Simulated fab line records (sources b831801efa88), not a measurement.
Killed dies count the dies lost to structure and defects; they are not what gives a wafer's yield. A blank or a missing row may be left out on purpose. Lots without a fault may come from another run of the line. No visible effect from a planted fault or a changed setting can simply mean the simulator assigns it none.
fab line records	flow sky130
record lots=6	wafers=18	last_day=50
route steps=708 shown LDD_HVN@274 LDD_HVP@278 LDD_LDN@289 PAD_OPEN@708
lots with no fault: from the same line, run without faults
start_h: start of the lot's first displayed wafer, in hours after the record's first day	wait_h: how many hours have passed since the lot's step before this one	" repeats the value in the row above	L1.1+2: one row covering several wafers at once	- no value, or no start given	* or withheld: withheld	< > ~ a bound
route shown NAME@n: NAME is a module with steps in the file, n the number in the route of the first one	usual: mean and standard deviation over wafers with no fault	same: alike in all rows	chamber/n: place in a boat	sites: the reading at each site	_std_site: how widely they spread, as a standard deviation	_edge_site: the outer-site mean with the inner-site mean subtracted	radius_mm: how far each site lies from the wafer's centre	mask NAME#n: copy n	behind: tool/chamber where the wafer was last shaped	hold: what put the lot on hold/how long, in hours/how the hold closed	device: whichever transistor did not switch (one of n, p or np)	end of line: the same wafers' tests at the end of the route	a step without rows: its recipe alone	killed: at the first sort, the dies lost to defects and structure; wafer yield is something else	map: the dies of a wafer, with x for killed, . for not killed, _ for no die there
set.NAME: the setting the step ran with; set.NAME@STEP: the setting that earlier step ran with	model.NAME: the simulator's own value behind a step, which no gauge read
lots at some steps of the route; a table a step, a row a wafer
services: a tool's chamber out of use, with start hour (start_h, from the record's first day; less than 0 if before it), hours out, and reason
## steps
# step SKY_LDD_HVN_OVL_MEAS_07
# usual LDD_HVN_OVL=0.5/1.3
lot.wafer	tool	chamber	start_h	wait_h	LDD_HVN_OVL[nm]
L750.3	overlay-02	-	489.80	0.1	2.9
L750.4	"	-	"	"	2.5
L750.5	"	-	"	"	1.6
L757.1	overlay-01	-	548.01	0.1	-0.8
L757.2	"	-	"	"	-1.8
L757.6	"	-	"	"	-0.6
L758.1	overlay-02	-	568.59	0.1	-0.4
L758.4	"	-	"	"	1.2
L758.5	"	-	"	"	0.7
L767.1	overlay-01	-	627.09	0.1	-0.9
L767.2	"	-	"	"	-1.8
L767.6	"	-	"	"	-1.7
L769.3	overlay-02	-	639.40	0.1	-0.4
L769.4	"	-	"	"	-0.3
L769.6	"	-	"	"	-0.6
L771.3	overlay-02	-	665.98	0.1	-2.6
L771.4	"	-	"	"	-1.8
L771.5	"	-	"	"	-1.2
# step SKY_LDD_HVN_IMPLANT_08
# recipe species=P	energy_kev=60	dose_cm2=3e+13	tilt_deg=40
# step SKY_LDD_HVN_STRIP_09
# recipe chemistry=O2/N2	power_w=1400	pressure_mtorr=1500	platen_temp_c=withheld	o2_flow_sccm=3000	n2_flow_sccm=300	overash_fraction=0.5
# usual drypump_motor_current_A=5.6/0.3	n2_flow_sccm=300.0/0.93	oes_product_au=0.408/0.0044	strip_time_to_endpoint_s=4.137/0.015
lot.wafer	tool	chamber	start_h	wait_h	drypump_motor_current_A	n2_flow_sccm	oes_product_au	rf_hours_counter_h	strip_time_to_endpoint_s
L750.3	plasma_asher-02	0	490.01	0.1	5.9	298.8	0.402	-	4.109
L750.4	"	1	"	"	5.8	300.1	0.409	-	4.135
L750.5	"	0	"	"	5.9	300.4	0.414	-	4.118
L757.1	plasma_asher-03	1	548.20	0.1	5.3	299.7	0.397	82	4.154
L757.2	"	0	"	"	5.3	300.4	0.403	82	4.145
L757.6	"	0	"	"	5.3	299.7	0.411	-	4.151
L758.1	plasma_asher-02	1	568.78	0.1	5.7	298.3	0.403	46	4.154
L758.4	"	0	"	"	5.9	301.1	0.403	-	4.137
L758.5	"	0	"	"	6.0	301.1	0.408	-	4.143
L767.1	plasma_asher-02	0	627.28	0.1	6.0	299.3	0.401	52	4.132
L767.2	"	1	"	"	5.7	300.6	0.408	52	4.143
L767.6	"	0	"	"	6.0	301.1	0.419	-	4.140
L769.3	plasma_asher-02	1	639.61	0.1	5.8	300.4	0.403	-	4.145
L769.4	"	0	"	"	6.0	299.5	0.414	-	4.144
L769.6	"	0	"	"	5.9	302.1	0.407	-	4.145
L771.3	plasma_asher-03	0	666.20	0.1	5.2	301.4	0.407	-	4.143
L771.4	"	1	"	"	5.4	300.4	0.407	-	4.165
L771.5	"	1	"	"	5.3	300.8	0.413	-	4.150
# step SKY_LDD_HVN_TW_MEAS_10
# usual LDD_HVN_TW=1463/20
lot.wafer	tool	chamber	start_h	wait_h	LDD_HVN_TW
L750.3	film_metro-04	-	490.10	0.1	1444
L750.4	"	-	"	"	1445
L750.5	"	-	"	"	1446
L757.1	film_metro-01	-	548.30	0.1	1486
L757.2	"	-	"	"	1486
L757.6	"	-	"	"	1488
L758.1	film_metro-02	-	568.88	0.1	1462
L758.4	"	-	"	"	1466
L758.5	"	-	"	"	1465
L767.1	film_metro-04	-	627.38	0.1	1433
L767.2	"	-	"	"	1435
L767.6	"	-	"	"	1439
L769.3	film_metro-02	-	639.70	0.1	1453
L769.4	"	-	"	"	1458
L769.6	"	-	"	"	1451
L771.3	film_metro-04	-	666.28	0.1	1439
L771.4	"	-	"	"	1435
L771.5	"	-	"	"	1439
# step SKY_LDD_HVP_DEHYDRATE_00
# recipe temp_c=200	time_s=60
# step SKY_LDD_HVP_HMDS_01
# recipe prime_time_s=60	prime_temp_c=120
# step SKY_LDD_HVP_COAT_02
# recipe resist=NOVOLAK	spin_rpm=3000	resist_thk_nm=300
# step SKY_LDD_HVP_SOFTBAKE_03
# recipe temp_c=90	time_s=60	resist=NOVOLAK
# step SKY_LDD_HVP_EXPOSE_04
# recipe mask_id=HVPTM	na=0.6	source_shape=conventional	sigma_outer=0.6	polarization=unpolarized	target_cd_nm=700	dose_mj=86
# step SKY_LDD_HVP_PEB_05
# recipe temp_c=withheld	time_s=*	resist=NOVOLAK
# step SKY_LDD_HVP_DEVELOP_06
# recipe resist=NOVOLAK	developer=TMAH	develop_time_s=60	dev_temp_c=23
# step SKY_LDD_HVP_OVL_MEAS_07
# usual LDD_HVP_OVL=1.8/1.5
lot.wafer	tool	chamber	start_h	wait_h	LDD_HVP_OVL[nm]
L750.3	overlay-02	-	520.95	0.1	3.0
L750.4	"	-	"	"	2.9
L750.5	"	-	"	"	2.8
L757.1	overlay-02	-	577.91	0.1	1.4
L757.2	"	-	"	"	2.1
L757.6	"	-	"	"	0.0
L758.1	overlay-01	-	597.99	0.1	2.3
L758.4	"	-	"	"	1.1
L758.5	"	-	"	"	0.6
L767.1	overlay-02	-	655.79	0.1	0.2
L767.2	"	-	"	"	0.0
L767.6	"	-	"	"	0.9
L769.3	overlay-01	-	667.65	0.1	1.8
L769.4	"	-	"	"	4.0
L769.6	"	-	"	"	0.8
L771.3	overlay-01	-	694.07	0.1	1.8
L771.4	"	-	"	"	1.1
L771.5	"	-	"	"	2.1
# step SKY_LDD_HVP_IMPLANT_08
# recipe species=B	energy_kev=20	dose_cm2=1.7e+13	tilt_deg=17.9
# usual beam_energy_keV=20.000/0.0059
lot.wafer	tool	chamber	start_h	wait_h	beam_energy_keV	model.implant.rp_nm	model.implant.drp_nm
L750.3	implanter-02	0	521.03	0.1	20.004	65.15	28.53
L750.4	"	0	"	"	20.006	65.15	28.53
L750.5	"	0	"	"	20.003	65.15	28.53
L757.1	implanter-01	0	577.95	0.0	23.101	72.97	32.76
L757.2	"	0	"	"	23.102	72.97	32.76
L757.6	"	0	"	"	23.096	72.97	32.76
L758.1	implanter-01	0	598.03	0.0	23.123	71.85	32.76
L758.4	"	0	"	"	23.115	71.85	32.76
L758.5	"	0	"	"	23.121	71.85	32.76
L767.1	implanter-02	0	655.83	0.0	19.996	62.83	28.53
L767.2	"	0	"	"	20.000	62.83	28.53
L767.6	"	0	"	"	20.002	62.83	28.53
L769.3	implanter-01	0	667.73	0.1	19.998	63.51	28.53
L769.4	"	0	"	"	19.998	63.51	28.53
L769.6	"	0	"	"	20.008	63.51	28.53
L771.3	implanter-01	0	694.15	0.1	20.004	63.29	28.53
L771.4	"	0	"	"	19.999	63.29	28.53
L771.5	"	0	"	"	20.000	63.29	28.53
# step SKY_LDD_HVP_STRIP_09
# recipe chemistry=O2/N2	power_w=1400	pressure_mtorr=1500	platen_temp_c=withheld	o2_flow_sccm=3000	n2_flow_sccm=300	overash_fraction=0.5
# usual drypump_motor_current_A=5.8/0.49	n2_flow_sccm=300.1/1	oes_product_au=0.408/0.0046	strip_time_to_endpoint_s=4.133/0.012
lot.wafer	tool	chamber	start_h	wait_h	drypump_motor_current_A	n2_flow_sccm	oes_product_au	rf_hours_counter_h	strip_time_to_endpoint_s
L750.3	plasma_asher-04	0	521.16	0.1	5.2	301.8	0.400	-	4.143
L750.4	"	1	"	"	5.9	301.3	0.408	-	4.157
L750.5	"	1	"	"	5.9	300.4	0.402	-	4.163
L757.1	plasma_asher-04	0	578.10	0.1	5.2	300.4	0.408	15	4.135
L757.2	"	1	"	"	5.9	299.7	0.404	15	4.116
L757.6	"	1	"	"	5.9	299.3	0.403	-	4.129
L758.1	plasma_asher-04	0	598.18	0.1	5.2	300.1	0.401	17	4.134
L758.4	"	0	"	"	5.2	299.9	0.410	-	4.129
L758.5	"	1	"	"	5.9	299.6	0.411	-	4.126
L767.1	plasma_asher-01	0	655.98	0.1	5.8	300.8	0.409	84	4.140
L767.2	"	1	"	"	6.7	301.4	0.397	84	4.143
L767.6	"	0	"	"	5.8	301.0	0.409	-	4.114
L769.3	plasma_asher-04	0	667.86	0.1	5.2	300.0	0.408	-	4.125
L769.4	"	1	"	"	5.9	298.4	0.405	-	4.129
L769.6	"	1	"	"	5.9	299.1	0.415	-	4.124
L771.3	plasma_asher-04	0	694.28	0.1	5.2	300.8	0.410	-	4.160
L771.4	"	1	"	"	5.9	300.8	0.404	-	4.127
L771.5	"	1	"	"	5.9	300.3	0.410	-	4.160
# step SKY_LDD_HVP_TW_MEAS_10
# usual LDD_HVP_TW=458/3.1
lot.wafer	tool	chamber	start_h	wait_h	LDD_HVP_TW
L750.3	film_metro-02	-	521.25	0.1	463
L750.4	"	-	"	"	462
L750.5	"	-	"	"	462
L757.1	film_metro-03	-	578.20	0.1	469
L757.2	"	-	"	"	471
L757.6	"	-	"	"	472
L758.1	film_metro-03	-	598.28	0.1	470
L758.4	"	-	"	"	471
L758.5	"	-	"	"	472
L767.1	film_metro-02	-	656.08	0.1	463
L767.2	"	-	"	"	463
L767.6	"	-	"	"	463
L769.3	film_metro-04	-	667.95	0.1	456
L769.4	"	-	"	"	455
L769.6	"	-	"	"	457
L771.3	film_metro-04	-	694.37	0.1	461
L771.4	"	-	"	"	457
L771.5	"	-	"	"	459
# step SKY_LDD_LDN_DEHYDRATE_00
# recipe temp_c=200	time_s=60
# step SKY_PAD_OPEN_PROBE_99
# usual killed_at_M0_to_M3=44/7.1	killed_at_M4_up=3.5/2	killed_at_contacts=24/5.3	killed_at_front_end=15/4.8	killed_at_other=0.1/0.35	killed_dies=86/9.3	killed_open=47/7.8	killed_short=39/5.9
# same gross_dies=492	killed_at_back_side=0
lot.wafer	tool	chamber	start_h	wait_h	killed_at_M0_to_M3	killed_at_M4_up	killed_at_contacts	killed_at_front_end	killed_at_other	killed_dies	killed_open	killed_short	model.etest.tip_p_5v.rs_ohm_sq
L750.3	prober-01	-	1092.54	0.2	46	2	21	13	0	82	44	38	2851
L750.4	prober-01	-	1092.59	0.2	43	2	20	11	0	76	47	29	2846
L750.5	prober-01	-	1092.64	0.2	36	1	21	10	0	68	34	34	2836
L757.1	prober-01	-	1130.36	0.1	29	11	21	11	0	72	39	33	2780
L757.2	prober-01	-	1130.41	0.1	57	3	17	13	0	90	49	41	2776
L757.6	prober-01	-	1130.61	0.2	41	6	19	11	0	77	35	42	2768
L758.1	prober-01	-	1144.94	0.1	43	6	22	21	0	92	49	43	2759
L758.4	prober-01	-	1145.09	0.2	47	0	19	17	1	84	42	42	2754
L758.5	prober-01	-	1145.14	0.2	39	6	24	11	0	80	43	37	2753
L767.1	prober-01	-	1179.76	0.1	62	3	26	19	0	110	67	43	2850
L767.2	prober-01	-	1179.81	0.1	43	0	22	13	0	78	43	35	2864
L767.6	prober-01	-	1180.01	0.2	51	3	33	10	0	97	52	45	2864
L769.3	prober-02	-	1190.10	0.2	43	4	22	19	0	88	48	40	2842
L769.4	prober-02	-	1190.15	0.2	50	4	23	16	0	93	43	50	2817
L769.6	prober-02	-	1190.25	0.2	52	3	35	24	0	114	63	51	2830
L771.3	prober-02	-	1204.89	0.2	35	6	27	17	0	85	48	37	2834
L771.4	prober-02	-	1204.94	0.2	45	4	29	15	0	93	49	44	2843
L771.5	prober-02	-	1204.99	0.2	36	3	33	18	0	90	51	39	2823
# killed by level:class
L750.3 CONTACT:geometric_particle:open=9 VIA1:geometric_particle:open=9 VIA3:geometric_particle:short=8 VIA3:geometric_particle:open=7 LI_CONTACT:geometric_particle:open=6 METAL1:geometric_particle:short=6 METAL2:geometric_particle:short=5 VIA2:geometric_particle:open=4
L750.4 CONTACT:geometric_particle:open=11 VIA1:geometric_particle:open=10 VIA1:geometric_particle:short=8 VIA2:geometric_particle:open=7 LI_CONTACT:geometric_particle:open=5 VIA3:geometric_particle:open=5 FIELD_ISO:geometric_particle:short=3 POLY_GATE:geometric_particle:open=3
L750.5 CONTACT:geometric_particle:open=7 VIA1:geometric_particle:short=7 VIA1:geometric_particle:open=7 VIA3:geometric_particle:open=7 LI_CONTACT:geometric_particle:open=5 METAL1:geometric_particle:short=5 LI_CONTACT:geometric_particle:short=4 CONTACT:geometric_particle:short=4
L757.1 METAL4:geometric_particle:short=9 CONTACT:geometric_particle:open=8 VIA1:geometric_particle:open=8 VIA2:geometric_particle:open=7 CONTACT:geometric_particle:short=5 LI_CONTACT:geometric_particle:open=4 FIELD_ISO:geometric_particle:short=3 POLY_GATE:geometric_particle:open=3
L757.2 VIA1:geometric_particle:open=10 VIA1:geometric_particle:short=8 VIA3:geometric_particle:open=8 VIA2:geometric_particle:open=8 METAL2:geometric_particle:short=7 LI_CONTACT:geometric_particle:open=6 CONTACT:geometric_particle:open=6 METAL3:geometric_particle:short=5
L757.6 METAL2:geometric_particle:short=12 VIA1:geometric_particle:open=10 FIELD_ISO:geometric_particle:open=5 LOCAL_INTERCONNECT:geometric_particle:short=5 METAL4:geometric_particle:short=5 METAL1:geometric_particle:short=4 CONTACT:geometric_particle:open=4 VIA2:geometric_particle:open=4
L758.1 CONTACT:geometric_particle:open=10 VIA1:geometric_particle:open=10 POLY_GATE:geometric_particle:open=7 METAL3:geometric_particle:short=7 VIA2:geometric_particle:open=6 METAL2:geometric_particle:short=5 POLY_GATE:geometric_particle:short=4 LOCAL_INTERCONNECT:geometric_particle:short=4
L758.4 VIA3:geometric_particle:open=8 VIA1:geometric_particle:open=7 VIA2:geometric_particle:short=6 METAL2:geometric_particle:short=6 VIA2:geometric_particle:open=6 FIELD_ISO:geometric_particle:short=5 LOCAL_INTERCONNECT:geometric_particle:short=5 METAL1:geometric_particle:short=5
L758.5 CONTACT:geometric_particle:open=9 LI_CONTACT:geometric_particle:open=8 VIA1:geometric_particle:open=8 METAL2:geometric_particle:short=7 VIA1:geometric_particle:short=6 METAL4:geometric_particle:short=5 CONTACT:geometric_particle:short=4 VIA2:geometric_particle:open=4
L767.1 VIA1:geometric_particle:open=15 CONTACT:geometric_particle:open=12 VIA2:geometric_particle:open=11 VIA3:geometric_particle:open=8 VIA1:geometric_particle:short=7 LOCAL_INTERCONNECT:geometric_particle:short=6 LI_CONTACT:geometric_particle:open=5 METAL2:geometric_particle:short=5
L767.2 VIA1:geometric_particle:open=13 CONTACT:geometric_particle:open=11 METAL2:geometric_particle:short=7 FIELD_ISO:geometric_particle:short=5 VIA2:geometric_particle:open=4 FIELD_ISO:geometric_particle:open=3 LOCAL_INTERCONNECT:geometric_particle:short=3 CONTACT:geometric_particle:short=3
L767.6 VIA1:geometric_particle:open=11 CONTACT:geometric_particle:short=10 CONTACT:geometric_particle:open=8 LI_CONTACT:geometric_particle:open=7 VIA1:geometric_particle:short=7 VIA2:geometric_particle:open=7 METAL2:geometric_particle:short=6 POLY_GATE:geometric_particle:open=5
L769.3 VIA1:geometric_particle:open=11 VIA2:geometric_particle:open=9 METAL2:geometric_particle:short=7 CONTACT:geometric_particle:open=7 FIELD_ISO:geometric_particle:short=5 LI_CONTACT:geometric_particle:open=5 VIA2:geometric_particle:short=5 FIELD_ISO:geometric_particle:open=4
L769.4 VIA1:geometric_particle:open=13 VIA1:geometric_particle:short=9 CONTACT:geometric_particle:open=8 POLY_GATE:geometric_particle:short=7 LI_CONTACT:geometric_particle:open=7 METAL1:geometric_particle:short=7 CONTACT:geometric_particle:short=6 METAL3:geometric_particle:short=5
L769.6 VIA1:geometric_particle:open=17 CONTACT:geometric_particle:open=9 LI_CONTACT:geometric_particle:open=9 VIA2:geometric_particle:open=9 METAL2:geometric_particle:short=8 CONTACT:geometric_particle:short=8 LOCAL_INTERCONNECT:geometric_particle:short=7 POLY_GATE:geometric_particle:short=5
L771.3 CONTACT:geometric_particle:open=11 VIA1:geometric_particle:open=9 VIA3:geometric_particle:open=7 POLY_GATE:geometric_particle:open=6 POLY_GATE:geometric_particle:short=5 LI_CONTACT:geometric_particle:open=5 LOCAL_INTERCONNECT:geometric_particle:short=4 CONTACT:geometric_particle:short=4
L771.4 VIA1:geometric_particle:open=11 CONTACT:geometric_particle:open=10 LOCAL_INTERCONNECT:geometric_particle:short=6 VIA3:geometric_particle:open=6 METAL1:geometric_particle:short=6 LI_CONTACT:geometric_particle:open=5 METAL2:geometric_particle:short=5 CONTACT:geometric_particle:short=4
L771.5 LI_CONTACT:geometric_particle:open=10 VIA1:geometric_particle:open=9 CONTACT:geometric_particle:open=8 LOCAL_INTERCONNECT:geometric_particle:short=7 FIELD_ISO:geometric_particle:open=6 METAL2:geometric_particle:short=6 VIA3:geometric_particle:open=6 FIELD_ISO:geometric_particle:short=5
## services
tool	chamber	start_h	hours	kind
plasma_asher-01	-	470.62	7.4	repair
implanter-02	-	487.20	2.9	pm
implanter-02	-	493.67	2.5	repair
plasma_asher-01	-	579.19	2.9	repair
plasma_asher-03	-	592.93	2.7	repair
implanter-01	-	598.55	4.5	pm
plasma_asher-03	-	624.80	6.1	repair
plasma_asher-03	-	626.74	1.1	repair
implanter-01	-	658.70	4.7	repair
implanter-02	-	664.64	2.1	repair
implanter-01	-	677.08	1.4	repair
## key
first_sign step=SKY_LDD_HVP_IMPLANT_08	reading=beam_energy_keV	direction=up	sigmas=99+	usual=*	struck=*
effect step=SKY_LDD_HVP_TW_MEAS_10	reading=LDD_HVP_TW	direction=up	sigmas=4.3	usual=458	struck=471
model_effect step=SKY_LDD_HVP_IMPLANT_08	value=implant.rp_nm	without=62.77	struck=72.41
model_effect step=SKY_PAD_OPEN_PROBE_99	value=etest.tip_p_5v.rs_ohm_sq	without=2838	struck=2765
met_at SKY_LDD_HVP_IMPLANT_08
struck_wafers L757.1,L757.2,L757.6,L758.1,L758.4,L758.5
tester_left_out L757,L758
fault kind=process_parameter_drift	tool=implanter-01	chamber=-	onset_h=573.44	steps=SKY_LDD_HVP_IMPLANT_08	channel=energy_kev	offset=*	shape=step	end_h=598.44	acts_in=*	stated=*
# tester_left_out: of these lots the tester's yield and bins aren't shown, on N5 and GAA mostly nor the transistor test; their killed dies are dies lost to structure and defects alone, not to doping, threshold or leakage, so they don't give the yield
